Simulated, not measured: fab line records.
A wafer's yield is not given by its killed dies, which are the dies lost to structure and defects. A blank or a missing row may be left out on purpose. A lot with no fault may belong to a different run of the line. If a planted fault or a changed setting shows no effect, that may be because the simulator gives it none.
fab line records	flow sky130
record: lots: 13	wafers: 37	lastDay: 50
route steps=708 shown VIA2@509 CAPM@549 PAD_OPEN@708
lots that met no fault: taken from a fault-free run of the same line
startH: hours from the record's opening day to when the first of the lot's shown wafers began	waitH: hours from the lot's prior step to this one	" identical to the entry in the row above	L1.1+2: a row that stands for several wafers	- either no value or no given start	* or withheld: withheld	< > ~ a bound
route shown NAME@n: a module of which the file shows steps, and the number in the route of the first	usual: mean/standard deviation taken from wafers without a fault	same: alike in all rows	chamber/n: place in a boat	sites: readings site by site	_std_site: their standard deviation	_edge_site: outer sites' mean less inner sites'	radiusMm: how far each site lies from the wafer's centre	mask NAME#n: copy n	behind: the most recent tool/chamber to have shaped the wafer	hold: reason for holding the lot/hours on hold/outcome of the hold	device: transistor that didn't switch, given as n, p or np	end of line: the route-end tests of the same wafers	for a step that has no rows: nothing shown but its recipe	killed: dies that structure and defects cost at the first sort, which is not the same as the wafer's yield	map: a wafer's dies, marking killed ones x, the rest . and places with no die _
set.NAME: the setting the step ran with; set.NAME@STEP: the setting that earlier step ran with	model.NAME: the simulator's own value behind a step, which no gauge read
route steps across a sampled set of lots; one table per step, one row per wafer
services: from which hour (startH, from the record's first day; less than 0 if before it) a tool's chamber was out of use, for how many hours, and why
== steps ==
step: SKY_VIA2_CMP_02
recipe: material: SiO2	downForcePsi: 4	platenRpm: 60	padVelocityMS: 0.94248
usual: motorCurrentA: 11.8/1.1
lot.wafer	tool	chamber	startH	waitH	motorCurrentA
L977.4	cmp-02	2	863.58	0.1	11.9
L977.2	"	0	"	"	12.7
L977.6	"	1	"	"	14.0
L978.4	cmp-02	1	864.28	0.1	13.3
L978.2	"	2	"	"	11.5
L978.3	"	3	"	"	10.8
L979.1	cmp-01	0	868.61	0.1	10.3
L979.2	"	1	"	"	13.2
L979.4	"	2	"	"	11.5
L981.1	cmp-02	3	876.67	0.1	11.3
L981.5	"	3	"	"	11.3
L981.6	"	0	"	"	13.5
L988.4	cmp-02	3	929.16	0.1	10.8
L988.5	"	3	"	"	11.4
L989.1	cmp-01	1	939.56	0.1	12.8
L989.2	"	0	"	"	10.6
L989.5	"	1	"	"	13.1
L990.6	cmp-02	1	940.94	0.4	13.5
L990.5	"	2	"	"	11.2
L991.1	cmp-02	3	960.88	0.2	11.2
L991.5	"	3	"	"	10.7
L991.6	"	0	"	"	12.9
L992.4	cmp-01	1	964.50	0.0	13.7
L992.1	"	2	"	"	11.0
L992.2	"	0	"	"	10.9
L994.2	cmp-01	2	971.66	0.1	11.1
L994.6	"	2	"	"	10.9
L994.5	"	3	"	"	10.8
L993.3	cmp-01	2	973.01	0.4	11.2
L993.5	"	3	"	"	10.8
L993.6	"	0	"	"	11.2
L995.1	cmp-01	1	976.56	0.1	13.7
L995.2	"	0	"	"	11.1
L995.5	"	2	"	"	11.2
L996.3	cmp-01	2	981.78	0.1	11.0
L996.2	"	0	"	"	11.3
L996.5	"	1	"	"	13.6
step: SKY_VIA2_OVL_MEAS_13
usual: VIA2_OVL: -1/5.3
lot.wafer	tool	chamber	startH	waitH	VIA2_OVL[nm]
L977.2	overlay-02	-	890.15	0.1	-3
L977.4	"	-	"	"	-8
L977.6	"	-	"	"	0
L978.2	overlay-02	-	890.83	0.1	-6
L978.3	"	-	"	"	-9
L978.4	"	-	"	"	-3
L979.1	overlay-01	-	895.10	0.1	-3
L979.2	"	-	"	"	-4
L979.4	"	-	"	"	-9
L981.1	overlay-02	-	903.46	0.1	-8
L981.5	"	-	"	"	-11
L981.6	"	-	"	"	-2
L988.4	overlay-02	-	953.38	0.1	-2
L988.5	"	-	"	"	3
L989.1	overlay-01	-	966.13	0.1	8
L989.2	"	-	"	"	2
L989.5	"	-	"	"	-1
L990.5	overlay-01	-	966.32	0.0	-4
L990.6	"	-	"	"	-6
L991.1	overlay-01	-	984.53	0.1	-5
L991.5	"	-	"	"	-1
L991.6	"	-	"	"	-2
L992.1	overlay-01	-	988.71	0.1	4
L992.2	"	-	"	"	9
L992.4	"	-	"	"	-3
L994.2	overlay-01	-	995.22	0.1	1
L994.5	"	-	"	"	8
L994.6	"	-	"	"	1
L993.3	overlay-02	-	996.44	0.1	-2
L993.5	"	-	"	"	-2
L993.6	"	-	"	"	-3
L995.1	overlay-01	-	999.88	0.1	0
L995.2	"	-	"	"	8
L995.5	"	-	"	"	3
L996.2	overlay-02	-	1005.35	0.1	-11
L996.3	"	-	"	"	-9
L996.5	"	-	"	"	0
step: SKY_VIA2_ETCH_15
recipe: target: SiO2	chemistry: C4F8/O2/Ar	targetDepthNm: 546	stopOn: TiN	maskMaterial: KrF-thick	sourceW: 1500	biasW: 1200	pressureMtorr: 40	c4f8FlowSccm: withheld	O2_flow_sccm: 6	Ar_flow_sccm: 300	timeS: 84
usual: oesProductAu: 0.941/0.0047
same: timeS: 84
lot.wafer	tool	chamber	startH	waitH	oesProductAu	rfHoursCounterH
L977.2	rieDiel-03	1	890.23	0.0	0.944	25
L977.4	"	3	"	"	0.934	17
L977.6	"	1	"	"	0.942	-
L978.2	rieDiel-01	2	891.48	0.6	0.936	10
L978.3	"	1	"	"	0.939	25
L978.4	"	3	"	"	0.946	-
L979.1	rieDiel-01	2	895.18	0.0	0.933	10
L979.2	"	3	"	"	0.936	11
L979.4	"	2	"	"	0.936	-
L981.1	rieDiel-01	1	903.54	0.0	0.941	26
L981.5	"	3	"	"	0.944	-
L981.6	"	2	"	"	0.946	-
L988.4	rieDiel-03	1	953.44	0.0	0.940	27
L988.5	"	3	"	"	1.007	-
L989.1	rieDiel-03	0	966.20	0.0	0.945	0
L989.2	"	3	"	"	0.936	20
L989.5	"	0	"	"	0.944	-
L990.5	rieDiel-04	2	966.41	0.0	0.994	-
L990.6	"	1	"	"	0.943	-
L991.1	rieDiel-01	2	984.60	0.0	0.939	12
L991.5	"	3	"	"	0.993	-
L991.6	"	0	"	"	0.938	-
L992.1	rieDiel-04	1	988.79	0.0	0.942	10
L992.2	"	2	"	"	0.943	16
L992.4	"	0	"	"	0.947	4
L994.2	rieDiel-01	2	995.29	0.0	0.946	13
L994.5	"	2	"	"	0.947	-
L994.6	"	0	"	"	0.952	-
L993.3	rieDiel-01	0	996.50	0.0	0.940	15
L993.5	"	2	"	"	0.937	-
L993.6	"	3	"	"	0.933	-
L995.1	rieDiel-01	0	999.95	0.0	0.939	15
L995.2	"	2	"	"	0.944	13
L995.5	"	2	"	"	0.948	-
L996.2	rieDiel-03	2	1005.43	0.0	0.940	24
L996.3	"	0	"	"	0.946	2
L996.5	"	1	"	"	0.932	-
step: SKY_VIA2_SPUTTER_20
recipe: material: TiN	targetThkNm: 20	chamberPressurePa: 5	powerW: 4000	timeS: 80
usual: throttleValvePct: 30.2/1
same: timeS: 80
lot.wafer	tool	chamber	startH	waitH	throttleValvePct
L977.2	pvdSputter-03	-	890.89	0.0	28.6
L977.4	"	-	"	"	30.7
L977.6	"	-	"	"	29.4
L978.2	pvdSputter-03	-	892.19	0.0	28.8
L978.3	"	-	"	"	29.4
L978.4	"	-	"	"	29.3
L979.1	pvdSputter-03	-	895.90	0.0	30.7
L979.2	"	-	"	"	29.3
L979.4	"	-	"	"	29.3
L981.1	pvdSputter-04	-	904.23	0.0	31.5
L981.5	"	-	"	"	31.3
L981.6	"	-	"	"	30.4
L988.4	pvdSputter-01	-	954.17	0.0	29.9
L988.5	"	-	"	"	29.6
L989.1	pvdSputter-04	-	967.00	0.0	28.4
L989.2	"	-	"	"	32.5
L989.5	"	-	"	"	32.3
L990.5	pvdSputter-01	-	967.12	0.0	30.0
L990.6	"	-	"	"	30.7
L991.1	pvdSputter-03	-	985.27	0.0	30.4
L991.5	"	-	"	"	28.8
L991.6	"	-	"	"	29.2
L992.1	pvdSputter-01	-	989.45	0.0	30.3
L992.2	"	-	"	"	29.6
L992.4	"	-	"	"	30.5
L994.2	pvdSputter-01	-	995.94	0.0	30.4
L994.5	"	-	"	"	30.1
L994.6	"	-	"	"	29.8
L993.3	pvdSputter-01	-	997.16	0.0	31.1
L993.5	"	-	"	"	30.3
L993.6	"	-	"	"	29.7
L995.1	pvdSputter-01	-	1000.61	0.0	30.9
L995.2	"	-	"	"	30.2
L995.5	"	-	"	"	31.3
L996.2	pvdSputter-03	-	1006.08	0.0	28.8
L996.3	"	-	"	"	30.7
L996.5	"	-	"	"	29.6
step: SKY_CAPM_OVL_MEAS_12
usual: CAPM_OVL: 0.4/1.2
lot.wafer	tool	chamber	startH	waitH	CAPM_OVL[nm]
L977.2	overlay-01	-	916.71	0.1	1.0
L977.4	"	-	"	"	0.4
L977.6	"	-	"	"	1.7
L978.2	overlay-01	-	917.66	0.1	0.0
L978.3	"	-	"	"	0.3
L978.4	"	-	"	"	0.5
L979.1	overlay-01	-	921.21	0.1	-0.6
L979.2	"	-	"	"	1.1
L979.4	"	-	"	"	0.3
L981.1	overlay-02	-	929.81	0.1	0.4
L981.5	"	-	"	"	-1.2
L981.6	"	-	"	"	0.0
L988.4	overlay-01	-	978.72	0.1	1.1
L989.1	overlay-02	-	991.63	0.1	1.5
L989.2	"	-	"	"	0.6
L989.5	"	-	"	"	-0.4
L990.6	overlay-02	-	992.26	0.0	0.7
L991.1	overlay-02	-	1008.98	0.1	-0.8
L991.6	"	-	"	"	2.2
L992.1	overlay-01	-	1013.63	0.1	-0.1
L992.2	"	-	"	"	0.3
L992.4	"	-	"	"	-0.6
L994.2	overlay-02	-	1019.76	0.1	-0.6
L994.5	"	-	"	"	2.0
L994.6	"	-	"	"	1.3
L993.3	overlay-01	-	1021.84	0.1	1.7
L993.5	"	-	"	"	1.2
L993.6	"	-	"	"	-0.2
L995.1	overlay-01	-	1024.41	0.1	1.1
L995.2	"	-	"	"	2.0
L995.5	"	-	"	"	0.1
L996.2	overlay-02	-	1029.18	0.1	0.0
L996.3	"	-	"	"	2.6
L996.5	"	-	"	"	0.7
step: SKY_PAD_OPEN_PROBE_99
usual: defectLimitedYield: 82.7/2.1	killed_at_M0_to_M3: 43/7.2	killed_at_M4_up: 3.3/1.8	killedAtContacts: 23/5.5	killedAtFrontEnd: 16/5.1	killedAtOther: 0.4/0.65	killedDies: 85/10	killedOnRim: 17/4.3	killedOpen: 46/7.1	killedShort: 38/7.2	sort_bin_3_pad_short: 0.9/0.41	sort_bin_5_function: 10.2/1.5	sort_bin_6_memory: 6.2/1.1	sortNPass: 407/10	sortYieldPct: 82.7/2.1
same: grossDies: 492	killedAtBackSide: 0	sort_bin_4_leakage[%]: 0	sort_bin_8_speed[%]: 0
lot.wafer	tool	chamber	startH	waitH	defectLimitedYield[%]	killed_at_M0_to_M3	killed_at_M4_up	killedAtContacts	killedAtFrontEnd	killedAtOther	killedDies	killedOnRim	killedOpen	killedShort	sort_bin_3_pad_short[%]	sort_bin_5_function[%]	sort_bin_6_memory[%]	sortNPass	sortYieldPct[%]
L979.1	prober-01	-	1111.57	0.1	83.3	41	1	20	20	0	82	13	43	38	1.0	9.1	6.5	410	83.3
L979.2	prober-01	-	1111.62	0.1	79.7	56	2	23	19	0	100	24	52	48	1.0	12.6	6.7	392	79.7
L979.4	prober-01	-	1111.72	0.2	79.5	43	2	25	31	0	101	25	66	34	0.8	13.0	6.7	391	79.5
L988.4	prober-02	-	1157.58	0.2	80.7	50	1	36	8	0	95	14	55	39	0.6	10.6	8.1	397	80.7
L988.5	prober-02	-	1157.63	0.2	0	440	3	40	7	2	492	96	47	34	0.6	93.5	5.9	0	0
L990.5	prober-02	-	1166.60	0.2	0	456	3	20	11	2	492	96	40	29	0.2	96.3	3.5	0	0
L990.6	prober-02	-	1166.65	0.2	84.3	36	1	20	20	0	77	20	44	33	0.6	10.4	4.7	415	84.3
L991.1	prober-01	-	1179.57	0.1	83.7	44	2	16	17	1	80	10	42	38	0.2	8.9	7.1	412	83.7
L991.5	prober-01	-	1179.77	0.2	0	455	2	21	14	0	492	96	42	36	1.0	92.7	6.3	0	0
L991.6	prober-01	-	1179.82	0.2	84.1	50	4	14	10	0	78	16	35	43	0.8	11.8	3.3	414	84.1
killed by level:class
L979.1 VIA1:geometricParticle:open=10 CONTACT:geometricParticle:open=7 VIA1:geometricParticle:short=7 FIELD_ISO:geometricParticle:open=5 POLY_GATE:geometricParticle:short=5 LI_CONTACT:geometricParticle:open=5 LOCAL_INTERCONNECT:geometricParticle:short=5 VIA3:geometricParticle:open=5
L979.2 VIA1:geometricParticle:open=10 METAL2:geometricParticle:short=10 CONTACT:geometricParticle:open=9 VIA3:geometricParticle:open=9 VIA2:geometricParticle:short=8 LOCAL_INTERCONNECT:geometricParticle:short=6 VIA2:geometricParticle:open=6 LI_CONTACT:geometricParticle:open=5
L979.4 VIA1:geometricParticle:open=11 VIA2:geometricParticle:open=10 CONTACT:geometricParticle:open=10 FIELD_ISO:geometricParticle:open=9 VIA3:geometricParticle:open=9 FIELD_ISO:geometricParticle:short=7 LI_CONTACT:geometricParticle:open=6 POLY_GATE:geometricParticle:open=6
L988.4 CONTACT:geometricParticle:open=16 VIA1:geometricParticle:open=11 VIA3:geometricParticle:open=9 CONTACT:geometricParticle:short=8 LI_CONTACT:geometricParticle:open=5 VIA2:geometricParticle:open=5 METAL1:geometricParticle:short=5 METAL2:geometricParticle:short=5
L988.5 VIA2:areaEtch=411 CONTACT:geometricParticle:open=14 LI_CONTACT:geometricParticle:open=10 CONTACT:geometricParticle:short=7 LI_CONTACT:geometricParticle:short=6 METAL1:geometricParticle:short=6 VIA1:geometricParticle:open=6 VIA3:geometricParticle:open=5
L990.5 VIA2:areaEtch=423 CONTACT:geometricParticle:open=11 VIA1:geometricParticle:open=7 LI_CONTACT:geometricParticle:open=6 METAL1:geometricParticle:short=5 FIELD_ISO:geometricParticle:short=4 VIA2:geometricParticle:open=4 VIA3:geometricParticle:open=4
L990.6 CONTACT:geometricParticle:open=11 VIA2:geometricParticle:open=9 VIA1:geometricParticle:open=8 POLY_GATE:geometricParticle:short=7 FIELD_ISO:geometricParticle:short=6 CONTACT:geometricParticle:short=5 VIA3:geometricParticle:open=5 FIELD_ISO:geometricParticle:open=4
L991.1 VIA1:geometricParticle:open=11 CONTACT:geometricParticle:open=8 VIA3:geometricParticle:open=6 VIA1:geometricParticle:short=6 VIA2:geometricParticle:open=5 METAL2:geometricParticle:short=5 FIELD_ISO:geometricParticle:open=4 FIELD_ISO:geometricParticle:short=4
L991.5 VIA2:areaEtch=414 VIA3:geometricParticle:open=11 VIA1:geometricParticle:open=9 POLY_GATE:geometricParticle:short=5 LOCAL_INTERCONNECT:geometricParticle:short=5 CONTACT:geometricParticle:short=5 METAL1:geometricParticle:short=5 VIA1:geometricParticle:short=5
L991.6 VIA1:geometricParticle:open=8 VIA3:geometricParticle:open=7 VIA1:geometricParticle:short=7 LI_CONTACT:geometricParticle:open=6 VIA2:geometricParticle:short=6 METAL1:geometricParticle:short=5 VIA3:geometricParticle:short=5 FIELD_ISO:geometricParticle:short=4
== services ==
tool	chamber	startH	hours	kind
rieDiel-04	1	840.37	1.3	repair
rieDiel-01	-	842.88	15.6	pm
pvdSputter-01	-	844.08	1.8	repair
pvdSputter-03	-	845.99	1.8	repair
pvdSputter-04	-	849.94	0.6	repair
pvdSputter-03	-	860.65	6.5	repair
rieDiel-03	1	874.19	2.0	repair
rieDiel-01	0	888.72	12.8	repair
rieDiel-01	3	903.81	2.4	repair
cmp-01	-	907.10	2.2	repair
cmp-02	-	912.00	4.0	pm
rieDiel-01	1	912.42	3.0	repair
pvdSputter-03	-	915.60	8.7	repair
rieDiel-01	1	916.68	2.7	repair
rieDiel-01	2	930.07	5.0	repair
rieDiel-01	1	936.56	8.7	repair
pvdSputter-01	-	937.51	8.1	repair
rieDiel-03	-	954.90	4.3	pm
cmp-01	-	959.84	1.6	repair
rieDiel-01	2	965.75	3.7	repair
cmp-02	-	970.62	6.7	pm
pvdSputter-04	-	977.48	24.5	repair
rieDiel-03	1	994.32	2.9	repair
rieDiel-03	-	1006.03	2.8	pm
== key ==
firstSign: step: SKY_VIA2_ETCH_15	reading: oesProductAu	direction: up	sigmas: 12	usual: 0.941	struck: 0.998
effect: step: SKY_PAD_OPEN_PROBE_99	reading: killed_at_M0_to_M3	direction: up	sigmas: 57	usual: 43	struck: 450
moreKillsBornAt: SKY_VIA2_ETCH_15@rieDiel-04: 423	SKY_VIA2_ETCH_15@rieDiel-01: 414	SKY_VIA2_ETCH_15@rieDiel-03: 411
metAt SKY_VIA2_CMP_02
struckLots L988,L990,L991
struckWafers L988.5,L990.5,L991.5
laterRowsLeftOut L988.5,L990.5,L991.5
notActingAt SKY_VIA2_OVL_MEAS_13,SKY_VIA2_SPUTTER_20,SKY_CAPM_OVL_MEAS_12
onsetBetween 876.67 929.16
fault: kind: processParameterDrift	tool: cmp-02	chamber: -	onsetH: 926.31	steps: SKY_VIA2_CMP_02	channel: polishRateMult	offset: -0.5	shape: step	endH: 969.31	scope: struckWafersOnly
laterRowsLeftOut: the simulator's readings of these wafers behind a module that went badly wrong aren't trusted and aren't shown, but for the sort
